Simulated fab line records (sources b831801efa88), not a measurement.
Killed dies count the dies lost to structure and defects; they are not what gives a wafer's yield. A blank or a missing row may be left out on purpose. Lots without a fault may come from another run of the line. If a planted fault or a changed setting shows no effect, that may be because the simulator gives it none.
Comparing a struck lot with a sound one / flow sky130 / 45 out of 708 route steps
Sound: these wafers, L185.1, L185.4, L185.6. Wafers L190.1, L190.3, L190.6 were the ones struck. Last of all comes the cause.
Each step with rows lists, per side, the tool, then ch with its chambers, then its first start. Under that, the readings that differ: sound wafers / struck wafers / difference of the means / sigmas: that difference in standard deviations of wafers without a fault.
alike: a reading whose means differ by less than 2 such deviations, as well as words and numbers matching on both sides. not compared: withheld readings; readings where some wafer has no value; bounds like >300 that might hide an equal value; numbers whose values overlap and for which the record gives no deviation.
The two part at a step that has a row with sigmas, a row that says differs or no value, or rows on one side only. Numbers that don't overlap but have no deviation are shown without sigmas and don't part them. A reading missing from all wafers of one side parts the sides only when that side holds two or more wafers.

first, 2 steps without rows for these wafers: SKY_DNWELL_DEVELOP_06 (develop time 60 s); SKY_DNWELL_IMPLANT_07.
SKY_DNWELL_STRIP_08: strips in O2/N2.
  sound on plasma_asher-02 ch 0, day 4 00:46; struck on plasma_asher-02 ch 0, day 5 06:34
  alike: drypump_motor_current_A, oes_product_au, strip_time_to_endpoint_s
  not compared: rf_hours_counter_h
SKY_DNWELL_TW_MEAS_09:
  struck on film_metro-04, day 5 06:40; sound on film_metro-04, day 4 00:52
  alike: DNWELL_TW
then, 7 steps without rows for these wafers: SKY_PWDE_DEHYDRATE_00 (time 60 s); SKY_PWDE_HMDS_01 (prime time 60 s); SKY_PWDE_COAT_02 (resist thk 3000 nm); SKY_PWDE_SOFTBAKE_03; SKY_PWDE_EXPOSE_04 (exposes mask PWDEM, target cd 840 nm); SKY_PWDE_PEB_05; SKY_PWDE_DEVELOP_06 (develop time 60 s).
SKY_PWDE_OVL_MEAS_07:
  struck on overlay-02, day 6 00:10; sound on overlay-02, day 4 16:46
  alike: PWDE_OVL
SKY_PWDE_IMPLANT_08:
  sound on implanter-01 ch 0, day 4 16:47; struck on implanter-04 ch 0, day 6 00:11
reading=beam_energy_keV; sound=150.00 149.95 149.90; struck=143.58 143.57 143.61; difference=-6.36; sigmas=-99 or more
reading=model.implant.drp_nm (nm); sound=97.97 97.97 97.97; struck=96.38 96.38 96.38; difference=-1.59; sigmas=
SKY_PWDE_STRIP_09: strips in O2/N2.
  sound on plasma_asher-03 ch 1, day 4 16:56; struck on plasma_asher-01 ch 0,1, day 6 00:20
  alike: drypump_motor_current_A, oes_product_au, strip_time_to_endpoint_s
  not compared: rf_hours_counter_h
SKY_PWDE_TW_MEAS_10:
  struck on film_metro-02, day 6 00:26; sound on film_metro-03, day 4 17:02
  alike: PWDE_TW
then, 7 steps without rows for these wafers: SKY_NWELL_DEHYDRATE_03 (time 60 s); SKY_NWELL_HMDS_04 (prime time 60 s); SKY_NWELL_COAT_05 (resist thk 3000 nm); SKY_NWELL_SOFTBAKE_06; SKY_NWELL_EXPOSE_07 (exposes mask NWM, target cd 840 nm); SKY_NWELL_PEB_08; SKY_NWELL_DEVELOP_09 (develop time 60 s).
SKY_NWELL_OVL_MEAS_10:
  struck on overlay-01, day 6 18:49; sound on overlay-02, day 5 09:52
  alike: NWELL_00_OVL
then, 3 steps without rows for these wafers: SKY_NWELL_IMPLANT_11; SKY_NWELL_IMPLANT_12; SKY_NWELL_IMPLANT_13.
SKY_NWELL_STRIP_14: strips in O2/N2.
  sound on plasma_asher-01 ch 0, day 5 10:22; struck on plasma_asher-04 ch 0,1, day 6 19:17
  alike: drypump_motor_current_A, oes_product_au, strip_time_to_endpoint_s
  not compared: rf_hours_counter_h
SKY_NWELL_TW_MEAS_15:
  struck on film_metro-02, day 6 19:23; sound on film_metro-04, day 5 10:28
  alike: NWELL_TW
then, 7 steps without rows for these wafers: SKY_NWELL_DEHYDRATE_16 (time 60 s); SKY_NWELL_HMDS_17 (prime time 60 s); SKY_NWELL_COAT_18 (resist thk 3000 nm); SKY_NWELL_SOFTBAKE_19; SKY_NWELL_EXPOSE_20 (exposes mask NWM COMPLEMENT, target cd 840 nm); SKY_NWELL_PEB_21; SKY_NWELL_DEVELOP_22 (develop time 60 s).
SKY_NWELL_OVL_MEAS_23:
  struck on overlay-02, day 7 14:35; sound on overlay-01, day 6 03:58
  alike: NWELL_01_OVL
after that, 1 step had no rows for these wafers: SKY_NWELL_IMPLANT_24.
SKY_NWELL_STRIP_25: strips in O2/N2.
  sound on plasma_asher-01 ch 0,1, day 6 04:08; struck on plasma_asher-03 ch 0,1, day 7 14:46
  alike: drypump_motor_current_A, oes_product_au, strip_time_to_endpoint_s
  not compared: rf_hours_counter_h
SKY_NWELL_TW_MEAS_26:
  struck on film_metro-02, day 7 14:53; sound on film_metro-03, day 6 04:14
  alike: NWELL_2_TW
then, 1 step without rows for these wafers: SKY_NWELL_CLEAN_27 (cleans in SC1/SC2, time 150 s).
SKY_NWELL_RTA_28: time 30 s.
  sound on rtp_anneal-02 ch 0, day 6 04:21; struck on rtp_anneal-02 ch 0, day 7 15:00
  alike: lamp_power_pct, wafer_temp_C_max
SKY_NWELL_RS_MEAS_29: a four-point-probe measurement.
  struck on film_metro-04, day 7 15:06; sound on film_metro-04, day 6 04:27
  alike: NWELL_RS
-- the record jumps here: 25 days lie between the struck wafers' starts before and after (it left off in module NWELL and takes up again in module LI_CONTACT, whose first step shown is number 376 of the route) --
SKY_LI_CONTACT_ETCH_14: etches BARC in N2/H2, stops on SiO2, time 45.9 s, target depth 60 nm.
  sound on rie_diel-04 ch 1,2,3, day 30 04:19; struck on rie_diel-03 ch 0,1, day 32 06:26
reading=model.LI_CONTACT.cd_nm (nm); sound=170.8 170 169.7; struck=168.7 168.6 167.5; difference=-1.9; sigmas=
  alike: drypump_motor_current_A, oes_product_au, throttle_valve_pct
  not compared: rf_hours_counter_h
SKY_LI_CONTACT_ETCH_15: etches PSG in C4F8/O2/Ar, stops on Si, target depth 600 nm.
  sound on rie_diel-04 ch 1,2,3, day 30 04:22; struck on rie_diel-03 ch 0,1, day 32 06:28
reading=model.LI_CONTACT.cd_nm (nm); sound=170.8 170.1 170.1; struck=169.1 168.6 167.7; difference=-1.9; sigmas=
  alike: oes_product_au
-- record jumps: 16 days separate the struck wafers' starts on either side; left off in module LI_CONTACT, taken up again in module PAD_OPEN, whose first shown step is the route's number 708 --
SKY_PAD_OPEN_PROBE_99:
  only the struck wafers here have rows in the record (prober-02, day 48 01:12); the sound ones have none

== WHERE THEY PART ==
Earliest at SKY_PWDE_IMPLANT_08; latest, in this record, at SKY_PAD_OPEN_PROBE_99.

WHY: the cause the simulator had injected
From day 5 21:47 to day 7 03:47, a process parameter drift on implanter-04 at SKY_PWDE_IMPLANT_08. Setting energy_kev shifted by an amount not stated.
